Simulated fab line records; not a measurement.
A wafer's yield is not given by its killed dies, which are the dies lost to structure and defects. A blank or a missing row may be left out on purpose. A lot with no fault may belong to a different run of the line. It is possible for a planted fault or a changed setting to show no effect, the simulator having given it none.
The tool behind it: which one? -- flow gf180mcu -- 33 wafers from 11 lots sampled at 6 of the route's 602 steps

## WHAT THE GAUGES READ, wafer by wafer
GF_PSD_RS_MEAS_14: a four-point-probe measurement.
lot,measured,on,NSD_RS (ohm/sq)
L540,day 15 22:03,filmMetro-03,46.07 46.00 46.01
L541,day 16 10:28,filmMetro-01,45.88 45.90 45.88
L543,day 17 02:01,filmMetro-04,46.12 45.97 46.08
L545,day 17 18:19,filmMetro-01,45.81 45.99 45.98
L549,day 19 02:53,filmMetro-04,44.66 44.71 44.73 44.74 44.71 44.57
L551,day 19 19:31,filmMetro-01,44.67 44.65 44.61 44.71 44.66 44.76
L556,day 21 10:44,filmMetro-01,45.94 46.01 45.87
L558,day 22 01:35,filmMetro-03,45.98 46.00 45.95
L560,day 22 15:34,filmMetro-04,45.94 45.97 46.07
L561,day 23 00:46,filmMetro-01,46.05 45.99 45.92
L563,day 23 14:29,filmMetro-04,46.12 45.98 45.96

GF_V1_CD_MEAS_14 targets a cd of 260 nm.
lot,measured,on,cdNm (nm)
L540,day 20 02:41,cdSem-02,259.5 260.3 261.0
L541,day 20 16:49,cdSem-02,260.2 262.2 259.6
L543,day 21 10:19,cdSem-02,260.7 260.1 260.3
L545,day 22 02:55,cdSem-02,259.1 260.1 258.5
L549,day 23 11:41,cdSem-02,259.1 258.8 258.5
L551,day 24 03:04,cdSem-01,261.5 261.4 262.9
L556,day 25 14:11,cdSem-02,259.6 260.5 259.7
L558,day 26 05:01,cdSem-01,259.4 259.6 258.4
L560,day 26 15:22,cdSem-02,259.3 259.7 258.3
L561,day 27 00:25,cdSem-02,259.9 258.9 258.5
L563,day 27 14:17,cdSem-01,261.2 259.6 260.4

## EACH LOT AND THE TOOL THAT RAN IT (in order: tool; ch and the chambers of the sampled wafers; start)
lot,GF_POLY_GATE_ETCH_13,GF_NSD_IMPLANT_09,GF_NSD_STRIP_11,GF_V1_CMP_04
L540,"rieSi-01 ch 0,2,3, day 10 04:49","implanter-02 ch 0, day 14 22:01","plasmaAsher-03 ch 0,1, day 14 22:18","cmp-01 ch 2,3, day 19 01:57"
L541,"rieSi-02 ch 2,3, day 10 17:11","implanter-02 ch 0, day 15 10:57","plasmaAsher-04 ch 0,1, day 15 11:14","cmp-01 ch 0,3, day 19 14:45"
L543,"rieSi-01 ch 3, day 11 05:14","implanter-02 ch 0, day 16 01:49","plasmaAsher-03 ch 0,1, day 16 02:07","cmp-01 ch 0,2,3, day 20 08:46"
L545,"rieSi-02 ch 0,1,2, day 11 22:24","implanter-04 ch 0, day 16 18:12","plasmaAsher-01 ch 0,1, day 16 18:30","cmp-02 ch 1,2, day 21 01:18"
L549,"rieSi-02 ch 1,2, day 13 02:02","implanter-02 ch 0, day 18 02:07","plasmaAsher-03 ch 0,1, day 18 02:25","cmp-01 ch 0,1,3, day 22 11:15"
L551,"rieSi-02 ch 0,1, day 13 15:05","implanter-02 ch 0, day 18 18:01","plasmaAsher-01 ch 0,1, day 18 18:19","cmp-02 ch 0,3, day 23 02:37"
L556,"rieSi-01 ch 0,1,2, day 14 23:20","implanter-03 ch 0, day 20 08:52","plasmaAsher-04 ch 0,1, day 20 09:09","cmp-01 ch 0,2,3, day 24 14:45"
L558,"rieSi-01 ch 1,2, day 15 15:15","implanter-03 ch 0, day 20 23:25","plasmaAsher-03 ch 0,1, day 20 23:41","cmp-01 ch 0,1,3, day 25 06:09"
L560,"rieSi-01 ch 1,2,3, day 16 04:58","implanter-02 ch 0, day 21 13:40","plasmaAsher-03 ch 0,1, day 21 13:58","cmp-01 ch 0,2,3, day 25 17:54"
L561,"rieSi-02 ch 1,2,3, day 16 12:08","implanter-02 ch 0, day 21 23:17","plasmaAsher-03 ch 0,1, day 21 23:35","cmp-01 ch 1,2,3, day 26 01:58"
L563,"rieSi-02 ch 0,1,2, day 17 00:47","implanter-02 ch 0, day 22 13:34","plasmaAsher-04 ch 0,1, day 22 13:52","cmp-02 ch 0,2, day 26 16:07"
- GF_POLY_GATE_ETCH_13: etches poly-Si in HBr/Cl2, stops on SiO2, target depth 198.5 nm, time 69.6 s.
- GF_NSD_IMPLANT_09
- GF_NSD_STRIP_11: strips in O2/N2.
- GF_V1_CMP_04: polishes SiO2.

## WHAT THE TOOLS THEMSELVES READ (means of the sampled wafers that have a number; where no wafer has one, the mark that the record gives instead)
GF_POLY_GATE_ETCH_13.
lot,tool,drypumpMotorCurrentA (A),oesProductAu (a.u.),throttleValvePct (%)
L540,rieSi-01,5.1,0.989,33.689
L541,rieSi-02,5.3,0.994,33.685
L543,rieSi-01,5.3,0.996,33.687
L545,rieSi-02,5.4,0.985,33.683
L549,rieSi-02,5.6,0.982,33.679
L551,rieSi-02,5.7,0.991,33.682
L556,rieSi-01,5.0,0.979,33.681
L558,rieSi-01,5.0,0.990,33.681
L560,rieSi-01,5.1,0.987,33.679
L561,rieSi-02,5.6,0.984,33.679
L563,rieSi-02,5.4,0.987,33.674

GF_NSD_IMPLANT_09.
lot,tool,beamOnS (s),doseIonsCm2
L540,implanter-02,18.1,4e+15
L541,implanter-02,17.9,4e+15
L543,implanter-02,18.2,4e+15
L545,implanter-04,17.4,4e+15
L549,implanter-02,23.9,5e+15
L551,implanter-02,24.6,5e+15
L556,implanter-03,21.9,4e+15
L558,implanter-03,21.6,4e+15
L560,implanter-02,18.0,4e+15
L561,implanter-02,17.7,4e+15
L563,implanter-02,18.6,4e+15

GF_NSD_STRIP_11.
lot,tool,drypumpMotorCurrentA (A),heaterPowerW (W),oesProductAu (a.u.),stripTimeToEndpointS (s)
L540,plasmaAsher-03,6.3,299,0.484,23.01
L541,plasmaAsher-04,5.7,360,0.488,22.99
L543,plasmaAsher-03,6.0,301,0.484,22.98
L545,plasmaAsher-01,5.2,313,0.488,23.04
L549,plasmaAsher-03,6.1,302,0.473,23.79
L551,plasmaAsher-01,5.2,312,0.477,23.81
L556,plasmaAsher-04,5.7,338,0.486,23.04
L558,plasmaAsher-03,6.3,297,0.482,22.99
L560,plasmaAsher-03,6.3,299,0.478,22.97
L561,plasmaAsher-03,6.1,296,0.486,23.00
L563,plasmaAsher-04,5.7,341,0.483,22.97

GF_V1_CMP_04.
lot,tool,motorCurrentA (A),slurryFilterDpKPa (kPa),timeToEndpointS (s)
L540,cmp-01,10.8,13.52,80
L541,cmp-01,11.5,13.58,80
L543,cmp-01,10.9,13.46,77
L545,cmp-02,13.2,13.44,76
L549,cmp-01,10.9,13.51,80
L551,cmp-02,11.3,13.62,88
L556,cmp-01,11.4,13.41,86
L558,cmp-01,11.1,13.53,83
L560,cmp-01,11.3,13.46,74
L561,cmp-01,10.6,13.45,81
L563,cmp-02,12.2,13.70,79

## THE ANSWER, worked out from the rows above alone
Rule: the lots themselves supply what counts as usual. The widest of any qualifying gaps counts: lots, ordered by their means at a reading, are off when they make up no more than a third of the lots, leave a main group of 4 or more, and stand apart from it by 3 or more times the standard deviation of that group's means. A main group is skipped when, at the precision printed for the reading in the tables above, its means are all equal. A lot without any number at a reading at which 4 lots or more have one is off too. All remaining lots with rows at the step are treated as sound. First the gauges in route order, then the tools' own readings, where a lot's mean is used as printed above. The first step at which some lot is off is used, and at that step the reading that is off furthest; a lot without a number counts as furthest.
Off: L549, L551, at GF_PSD_RS_MEAS_14 (NSD_RS). The main group has a mean of 45.98 ohm/sq with a standard deviation of 0.051.
If a tool, at a process step before that reading, ran all the lots that are off and no sound lot after the first of them, it fits. The gauges at GF_PSD_RS_MEAS_14 aren't tried: what is off there is off at GF_NSD_STRIP_11 too, on other tools, and a gauge's error can't cause that. Of those tried, none fits.

## WHAT THE SIMULATOR PUT IN
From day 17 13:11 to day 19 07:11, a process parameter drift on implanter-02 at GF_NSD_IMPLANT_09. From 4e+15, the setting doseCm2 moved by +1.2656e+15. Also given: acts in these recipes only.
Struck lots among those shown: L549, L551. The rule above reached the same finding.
